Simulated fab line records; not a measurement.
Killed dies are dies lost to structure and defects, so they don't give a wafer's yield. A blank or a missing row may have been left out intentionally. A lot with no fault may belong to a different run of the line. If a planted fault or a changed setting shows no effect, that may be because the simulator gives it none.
8D (eight disciplines) problem report, filled in by code | flow gf180mcu | the parts of the form that need people (team, actions taken, sign-off) are left out

1. PROBLEM STATEMENT
Mean V2_W_RS at GF_V2_RS_MEAS_24: 0.377 ohm/sq over 2 wafers in 2 lots; fault-free wafers: 0.332 ohm/sq, standard deviation 0.0046. That puts it +9.7 standard deviations away from the usual mean.
The step: measures by four-point-probe.
First observed at day 27 09:40: wafer L185.4, on film metro-02. At this step, 33 wafers from 11 lots have a number in the record. Rule for "out", or "out of limits": more than 4 standard deviations from the usual mean. Any other wafer with a number is counted as sound.

2. WHAT IT IS, AND WHAT IT ISN'T
question                    | is                           | is not
which readings at this step | V2_W_RS                      | -
which lots                  | L185, L187                   | L165, L168, L169, L170, L174, L176, L178, L182, L186
which wafers of those lots  | L185.4, L187.4               | L185.2, L185.5, L187.3, L187.6
read on which gauges        | film metro-02, film metro-04 | film metro-01
when                        | from day 27 09:40            | up to then (26 sound wafers); but 5 sound wafers of L186, L187 came after

3. THE SUSPECTS, EACH WITH WHAT RULES IT OUT
Counting: if a tool at a process step up to the reading ran every lot that is out, it stays a suspect. Sound lots after the first of them don't rule it out here, since some wafers of a struck lot are sound.
- the gauge at GF_V2_RS_MEAS_24 has been ruled out. 2 gauges (film metro-02, film metro-04) read the wafers that are out.
- cvd w-02 at GF_V2_CVD_23 (deposits W, target thk 350 nm, time 104.94 s): kept. Ran every lot that is out, first one L185 (day 27 09:32); last sound lot up to then L182 (day 26 13:59).
After counting, what remains is cvd w-02 at GF_V2_CVD_23.

4. THE CAUSE (what the simulator had put in)
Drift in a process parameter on cvd w-02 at GF_V2_CVD_23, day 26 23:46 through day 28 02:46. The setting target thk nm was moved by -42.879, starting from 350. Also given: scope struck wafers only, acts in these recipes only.
This tool alone remained once counting was done.

5. THE CHAIN OF EFFECTS, in route order
Rows list readings where the struck wafers' mean (over those with a number) sits beyond 3 standard deviations from the usual. Scope: only readings with a usual standard deviation given in the record; hours: median across lots of the time from each lot's start at the first step in this table that gives one to its start at this step; sigmas: change in usual standard deviations.
hours | step              | reading  | usual        | on struck wafers | change | sigmas
0     | GF_V2_RS_MEAS_24  | V2_W_RS  | 0.332 ohm/sq | 0.377            | +0.044 | +9.7
0     | GF_V2_THK_MEAS_25 | V2_W_THK | 349 nm       | 308              | -41    | -7.6

6. WHAT WOULD HAVE CAUGHT IT SOONER
Counted from the fault's start at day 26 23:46, it took 10 hours until the first out-of-limits reading at a measuring or inspecting step in this record, taken at day 27 09:40.
No tool reading at GF_V2_CVD_23 that has a usual standard deviation in the record was out on any struck wafer, so an alarm limit of 4 standard deviations on those readings would not have fired.
Of the lots that are out (2), L187 began GF_V2_CVD_23 on cvd w-02 after day 27 09:40. Putting the tool on hold at that point would have spared it.
